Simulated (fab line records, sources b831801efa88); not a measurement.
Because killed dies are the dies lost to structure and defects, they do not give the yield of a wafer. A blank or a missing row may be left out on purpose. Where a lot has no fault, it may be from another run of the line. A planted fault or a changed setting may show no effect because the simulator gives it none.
A single fault, viewed from 2 desks -- flow sky130 -- only its own numbers are on each desk; what lay behind them is given at the end

== FROM THE METROLOGY DESK ==
Lot by lot, what the gauges showed, no matter which tool ran the lot: averages of those sampled wafers that carry a number. Marked OUT: a lot whose mean sits more than 4 standard deviations from the usual mean, which makes it out of limits; the brackets give that distance.
Columns: A = PASSIVATION_CVD_00_THK at SKY_PASSIVATION_THK_MEAS_01, usual 90.0 nm; B = PASSIVATION_CVD_02_THK at SKY_PASSIVATION_THK_MEAS_03, usual 539 nm
lot,first seen here,A,B
L406,day 44 01:23,89.3,537
L408,day 44 06:13,89.7,545
L413,day 45 14:07,89.2,538
L414,day 45 23:41,90.8,540
L415,day 46 07:23,89.8,533
L417,day 46 11:20,90.2,542
L416,day 46 16:13,89.3,537
L418,day 46 19:24,90.3,543
L419,day 47 03:55,89.1,538
L420,day 47 05:23,89.5,536
L424,day 48 13:42,90.2,534
L426,day 48 17:09,91.5,548
L429,day 49 09:00,90.5,530
Result from this desk: across the 13 lots, nothing is out of limits.

== AT THE TOOL OWNER'S DESK: plasma asher-04 ==
The tool's own readings at SKY_LI_CONTACT_STRIP_16 (strips in O2/N2): means of the sampled wafers that have a number, for each lot that ran on this tool. Marked OUT: a lot whose mean sits more than 4 standard deviations from the usual mean, which makes it out of limits; the brackets give that distance.
Columns: A = drypump motor current A at SKY_LI_CONTACT_STRIP_16, usual 5.9 A; B = n2 flow sccm at SKY_LI_CONTACT_STRIP_16, usual 300.0 sccm; C = oes product au at SKY_LI_CONTACT_STRIP_16, usual 0.375 a.u.; D = strip time to endpoint s at SKY_LI_CONTACT_STRIP_16, usual 3.503 s
lot,first seen here,A,B,C,D
L406,day 29 09:57,6.2,299.0,0.376,3.458
L408,day 29 16:05,6.2,300.3,0.374,3.515
L414,day 31 22:10,6.2,299.3,0.374,3.503
L419,day 33 08:05,6.0,299.8,0.379,3.498
L420,day 33 12:00,6.0,299.8,0.371,3.483
L424,day 35 07:36,6.2,300.5,0.369,3.498
L426,day 35 11:09,6.0,300.3,0.377,3.504
Result from this desk: across the 7 lots, nothing is out of limits.

== TAKEN TOGETHER ==
At the metrology desk, nothing out of limits was observed.
The desk of the tool owner found nothing out of limits.

== WHAT THE SIMULATOR HAD INSERTED ==
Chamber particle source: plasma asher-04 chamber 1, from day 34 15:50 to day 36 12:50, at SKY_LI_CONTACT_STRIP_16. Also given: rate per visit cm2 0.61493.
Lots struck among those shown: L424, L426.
